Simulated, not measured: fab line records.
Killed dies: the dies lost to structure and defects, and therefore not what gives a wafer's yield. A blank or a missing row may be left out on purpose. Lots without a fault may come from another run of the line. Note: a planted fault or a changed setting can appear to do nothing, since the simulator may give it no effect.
fab line records | flow gf180mcu | part 2 of 2: steps 39 to 50 of 50
record: lots: 5 | wafers: 15 | last_day: 35
route steps=602 shown MVSD@72 MVPSD@78 VT_IMPLANT@90
lots that met no fault: taken from a fault-free run of the same line
start_h: hours from the record's opening day to when the first of the lot's shown wafers began | wait_h: hours since the lot's step before | " identical to the entry in the row above | L1.1+2: several wafers, shown together as one row | - no value, or no start was given | * or withheld: withheld | < > ~ a bound
route shown NAME@n: NAME is a module with steps in the file, n the number in the route of the first one | usual: mean/standard deviation of fault-free wafers | same: alike in all rows | chamber/n: place in a boat | sites: the reading at each site | _std_site: standard deviation of those values | _edge_site: outer sites' mean less inner sites' | radius_mm: for every site, how far away it sits from the centre of the wafer | mask NAME#n: copy n | behind: tool/chamber where the wafer was last shaped | hold: reason for holding the lot/hours on hold/outcome of the hold | device: the n, p or np transistor that did not switch | end of line: the same wafers' tests at the end of the route | where a step has no rows: the recipe by itself | killed: the dies lost at the first sort to structure and to defects; this is not the yield of the wafer | map: a wafer's dies, x killed, . not, _ none there
set.NAME: the setting the step ran with; set.NAME@STEP: the setting that earlier step ran with | model.NAME: the simulator's own value behind a step, which no gauge read
lots at selected steps of the route; one table per step, one row per wafer
services: when a tool's chamber went out of use (start_h, in hours from the record's first day, below 0 if earlier), for how many hours, and the reason
== steps ==
step: GF_VT_IMPLANT_STRIP_20
recipe: chemistry: O2/N2 | power_w: 1400 | pressure_mtorr: 1500 | platen_temp_c: 250 | o2_flow_sccm: 3000 | n2_flow_sccm: 300 | overash_fraction: 0.5
usual: drypump_motor_current_A: 5.5/0.49 | heater_power_w: 348/50 | oes_product_au: 0.716/0.0047 | strip_time_to_endpoint_s: 12.63/0.035
lot.wafer | tool            | chamber | start_h | wait_h | drypump_motor_current_A | heater_power_w | oes_product_au | rf_hours_counter_h | strip_time_to_endpoint_s
L077.3    | plasma_asher-03 | 1       | 152.57  | 0.1    | 6.2                     | 240            | 0.713          | -                  | 12.60
L077.5    | "               | 0       | "       | "      | 6.3                     | 379            | 0.721          | -                  | 12.62
L077.6    | "               | 1       | "       | "      | 6.2                     | 225            | 0.714          | -                  | 12.61
L083.3    | plasma_asher-04 | 0       | 186.53  | 0.1    | 5.1                     | 358            | 0.719          | -                  | 12.70
L083.4    | "               | 1       | "       | "      | 5.6                     | 340            | 0.720          | -                  | 12.65
L083.5    | "               | 1       | "       | "      | 5.6                     | 338            | 0.713          | -                  | 12.69
L087.2    | plasma_asher-03 | 0       | 212.58  | 0.1    | 6.3                     | 376            | 0.710          | 55                 | 12.67
L087.4    | "               | 1       | "       | "      | 6.2                     | 233            | 0.709          | -                  | 12.63
L087.6    | "               | 0       | "       | "      | 6.3                     | 379            | 0.717          | -                  | 12.66
L095.1    | plasma_asher-04 | 0       | 263.88  | 0.1    | 5.1                     | 370            | 0.725          | 58                 | 12.72
L095.2    | "               | 1       | "       | "      | 5.6                     | 326            | 0.708          | 58                 | 12.68
L095.5    | "               | 1       | "       | "      | 5.6                     | 339            | 0.712          | -                  | 12.73
L097.1    | plasma_asher-03 | 1       | 283.22  | 0.1    | 6.2                     | 231            | 0.715          | 63                 | 12.61
L097.3    | "               | 0       | "       | "      | 6.3                     | 387            | 0.715          | -                  | 12.62
L097.5    | "               | 1       | "       | "      | 6.2                     | 236            | 0.726          | -                  | 12.64
step: GF_VT_IMPLANT_TW_MEAS_21
usual: VT_IMPLANT_2_TW: 1213/8.2
lot.wafer | tool          | chamber | start_h | wait_h | VT_IMPLANT_2_TW
L077.3    | film_metro-03 | -       | 152.65  | 0.1    | 1203
L077.5    | "             | -       | "       | "      | 1211
L077.6    | "             | -       | "       | "      | 1203
L083.3    | film_metro-03 | -       | 186.61  | 0.1    | 1208
L083.4    | "             | -       | "       | "      | 1210
L083.5    | "             | -       | "       | "      | 1202
L087.2    | film_metro-01 | -       | 212.69  | 0.1    | 1214
L087.4    | "             | -       | "       | "      | 1215
L087.6    | "             | -       | "       | "      | 1215
L095.1    | film_metro-03 | -       | 263.98  | 0.1    | 1204
L095.2    | "             | -       | "       | "      | 1210
L095.5    | "             | -       | "       | "      | 1204
L097.1    | film_metro-03 | -       | 283.32  | 0.1    | 1217
L097.3    | "             | -       | "       | "      | 1206
L097.5    | "             | -       | "       | "      | 1209
step: GF_VT_IMPLANT_DEHYDRATE_22
recipe: temp_c: 200 | time_s: 60
lot.wafer  | tool           | chamber | start_h | wait_h
L077.3+5+6 | litho_track-01 | 0       | 159.71  | 7.0
L083.3+4+5 | litho_track-04 | 0       | 195.05  | 8.4
L087.2+4+6 | litho_track-01 | 0       | 221.33  | 8.6
L095.1+2+5 | litho_track-04 | 0       | 273.30  | 9.3
L097.1+3+5 | litho_track-01 | 0       | 292.86  | 9.5
step: GF_VT_IMPLANT_HMDS_23
recipe: prime_time_s: 60 | prime_temp_c: 120
lot.wafer  | tool           | chamber | start_h | wait_h
L077.3+5+6 | litho_track-01 | 0       | 159.86  | 0.1
L083.3+4+5 | litho_track-04 | 0       | 195.20  | 0.1
L087.2+4+6 | litho_track-01 | 0       | 221.48  | 0.1
L095.1+2+5 | litho_track-04 | 0       | 273.45  | 0.1
L097.1+3+5 | litho_track-01 | 0       | 293.01  | 0.1
step: GF_VT_IMPLANT_COAT_24
recipe: resist: NOVOLAK | spin_rpm: 3000 | resist_thk_nm: 1000
lot.wafer  | tool           | chamber | start_h | wait_h
L077.3+5+6 | litho_track-01 | 0       | 160.01  | 0.1
L083.3+4+5 | litho_track-04 | 0       | 195.35  | 0.1
L087.2+4+6 | litho_track-01 | 0       | 221.63  | 0.1
L095.1+2+5 | litho_track-04 | 0       | 273.60  | 0.1
L097.1+3+5 | litho_track-01 | 0       | 293.16  | 0.1
step: GF_VT_IMPLANT_SOFTBAKE_25
recipe: temp_c: 90 | time_s: 60 | resist: NOVOLAK
lot.wafer  | tool           | chamber | start_h | wait_h
L077.3+5+6 | litho_track-01 | 0       | 160.16  | 0.1
L083.3+4+5 | litho_track-04 | 0       | 195.50  | 0.1
L087.2+4+6 | litho_track-01 | 0       | 221.78  | 0.1
L095.1+2+5 | litho_track-04 | 0       | 273.75  | 0.1
L097.1+3+5 | litho_track-01 | 0       | 293.31  | 0.1
step: GF_VT_IMPLANT_EXPOSE_26
recipe: mask_id: LVPWELL_HV_AREA | target_cd_nm: 860 | na: 0.6 | source_shape: conventional | sigma_outer: 0.6 | dose_mj: 140
same: na: 0.6
lot.wafer  | tool             | chamber | start_h | wait_h | mask
L077.3+5+6 | iline_stepper-02 | 0       | -       | -      | LVPWELL_HV_AREA#0
L083.3+4+5 | iline_stepper-02 | 0       | -       | -      | LVPWELL_HV_AREA#0
L087.2+4+6 | iline_stepper-02 | 0       | -       | -      | LVPWELL_HV_AREA#0
L095.1+2+5 | iline_stepper-02 | 0       | -       | -      | LVPWELL_HV_AREA#0
L097.1+3+5 | iline_stepper-02 | 0       | -       | -      | LVPWELL_HV_AREA#0
step: GF_VT_IMPLANT_PEB_27
recipe: temp_c: withheld | time_s: * | resist: NOVOLAK
lot.wafer  | tool           | chamber | start_h | wait_h
L077.3+5+6 | litho_track-01 | 0       | -       | -
L083.3+4+5 | litho_track-04 | 0       | -       | -
L087.2+4+6 | litho_track-03 | 0       | -       | -
L095.1+2+5 | litho_track-04 | 0       | -       | -
L097.1+3+5 | litho_track-01 | 0       | -       | -
step: GF_VT_IMPLANT_DEVELOP_28
recipe: develop_time_s: 60 | dev_temp_c: 23
lot.wafer  | tool           | chamber | start_h | wait_h
L077.3+5+6 | litho_track-01 | 0       | 168.51  | 0.1
L083.3+4+5 | litho_track-04 | 0       | 204.70  | 0.1
L087.2+4+6 | litho_track-03 | 0       | 230.81  | 0.1
L095.1+2+5 | litho_track-04 | 0       | 283.30  | 0.1
L097.1+3+5 | litho_track-01 | 0       | 303.41  | 0.1
step: GF_VT_IMPLANT_OVL_MEAS_29
usual: VT_IMPLANT_02_OVL: -0.6/1.5
lot.wafer | tool       | chamber | start_h | wait_h | VT_IMPLANT_02_OVL[nm]
L077.3    | overlay-02 | -       | 168.62  | 0.1    | -0.9
L077.5    | "          | -       | "       | "      | -0.7
L077.6    | "          | -       | "       | "      | 1.3
L083.3    | overlay-02 | -       | 204.81  | 0.1    | -0.2
L083.4    | "          | -       | "       | "      | 0.9
L083.5    | "          | -       | "       | "      | -0.6
L087.2    | overlay-01 | -       | 230.94  | 0.1    | -2.7
L087.4    | "          | -       | "       | "      | -3.8
L087.6    | "          | -       | "       | "      | -2.8
L095.1    | overlay-01 | -       | 283.45  | 0.1    | -2.2
L095.2    | "          | -       | "       | "      | -1.2
L095.5    | "          | -       | "       | "      | -2.2
L097.1    | overlay-01 | -       | 303.56  | 0.1    | -1.5
L097.3    | "          | -       | "       | "      | -0.9
L097.5    | "          | -       | "       | "      | -3.4
step: GF_VT_IMPLANT_IMPLANT_30
recipe: species: B | energy_kev: 25 | dose_cm2: 2.534e+12 | tilt_deg: 7
lot.wafer  | tool         | chamber | start_h | wait_h
L077.3+5+6 | implanter-01 | 0       | 168.69  | 0.1
L083.3+4+5 | implanter-03 | 0       | 204.88  | 0.1
L087.2+4+6 | implanter-03 | 0       | 231.00  | 0.0
L095.1+2+5 | implanter-03 | 0       | 283.48  | 0.0
L097.1+3+5 | implanter-02 | 0       | 303.59  | 0.0
step: GF_VT_IMPLANT_STRIP_31
recipe: chemistry: O2/N2 | power_w: 1400 | pressure_mtorr: 1500 | platen_temp_c: 250 | o2_flow_sccm: 3000 | n2_flow_sccm: 300 | overash_fraction: 0.5
usual: drypump_motor_current_A: 5.4/0.39 | heater_power_w: 359/37 | oes_product_au: 0.716/0.0044 | strip_time_to_endpoint_s: 12.63/0.03
lot.wafer | tool            | chamber | start_h | wait_h | drypump_motor_current_A | heater_power_w | oes_product_au | rf_hours_counter_h | strip_time_to_endpoint_s
L077.3    | plasma_asher-04 | 0       | 168.83  | 0.1    | 5.1                     | 376            | 0.721          | -                  | 12.69
L077.5    | "               | 0       | "       | "      | 5.1                     | 360            | 0.713          | -                  | 12.60
L077.6    | "               | 1       | "       | "      | 5.6                     | 335            | 0.713          | -                  | 12.65
L083.3    | plasma_asher-01 | 1       | 205.02  | 0.1    | 5.4                     | 391            | 0.720          | -                  | 12.66
L083.4    | "               | 0       | "       | "      | 5.0                     | 368            | 0.723          | -                  | 12.63
L083.5    | "               | 0       | "       | "      | 5.0                     | 360            | 0.718          | -                  | 12.64
L087.2    | plasma_asher-03 | 1       | 231.12  | 0.1    | 6.2                     | 235            | 0.715          | 57                 | 12.65
L087.4    | "               | 0       | "       | "      | 6.3                     | 371            | 0.718          | -                  | 12.67
L087.6    | "               | 0       | "       | "      | 6.3                     | 377            | 0.709          | -                  | 12.65
L095.1    | plasma_asher-01 | 1       | 283.63  | 0.1    | 5.4                     | 381            | 0.718          | 50                 | 12.62
L095.2    | "               | 0       | "       | "      | 5.0                     | 346            | 0.708          | 50                 | 12.61
L095.5    | "               | 1       | "       | "      | 5.4                     | 396            | 0.721          | -                  | 12.63
L097.1    | plasma_asher-04 | 1       | 303.74  | 0.1    | 5.6                     | 334            | 0.716          | 62                 | 12.63
L097.3    | "               | 1       | "       | "      | 5.6                     | 332            | 0.717          | -                  | 12.63
L097.5    | "               | 0       | "       | "      | 5.1                     | 357            | 0.718          | -                  | 12.57
== services ==
tool             | chamber | start_h | hours | kind
implanter-01     | -       | 94.92   | 3.6   | repair
implanter-03     | -       | 96.24   | 23.5  | pm
plasma_asher-03  | -       | 106.41  | 3.4   | repair
plasma_asher-02  | -       | 108.75  | 9.0   | pm
implanter-01     | -       | 131.01  | 0.7   | repair
implanter-04     | -       | 135.22  | 1.6   | repair
plasma_asher-04  | -       | 144.73  | 20.5  | repair
implanter-02     | -       | 148.07  | 2.7   | repair
plasma_asher-03  | -       | 163.12  | 28.1  | pm
implanter-04     | -       | 167.63  | 3.3   | repair
plasma_asher-01  | -       | 177.32  | 1.4   | repair
plasma_asher-01  | -       | 182.99  | 0.6   | repair
plasma_asher-01  | -       | 183.35  | 1.7   | repair
iline_stepper-01 | -       | 188.61  | 1.7   | pm
implanter-04     | -       | 200.17  | 8.5   | pm
plasma_asher-03  | -       | 216.99  | 2.9   | repair
implanter-01     | -       | 230.72  | 5.1   | pm
plasma_asher-01  | -       | 234.50  | 7.3   | repair
implanter-01     | -       | 242.23  | 3.4   | repair
iline_stepper-02 | -       | 249.41  | 4.2   | repair
plasma_asher-04  | -       | 249.95  | 8.6   | repair
iline_stepper-02 | -       | 256.10  | 4.4   | pm
iline_stepper-02 | -       | 276.20  | 1.7   | pm
plasma_asher-03  | -       | 293.60  | 14.6  | pm
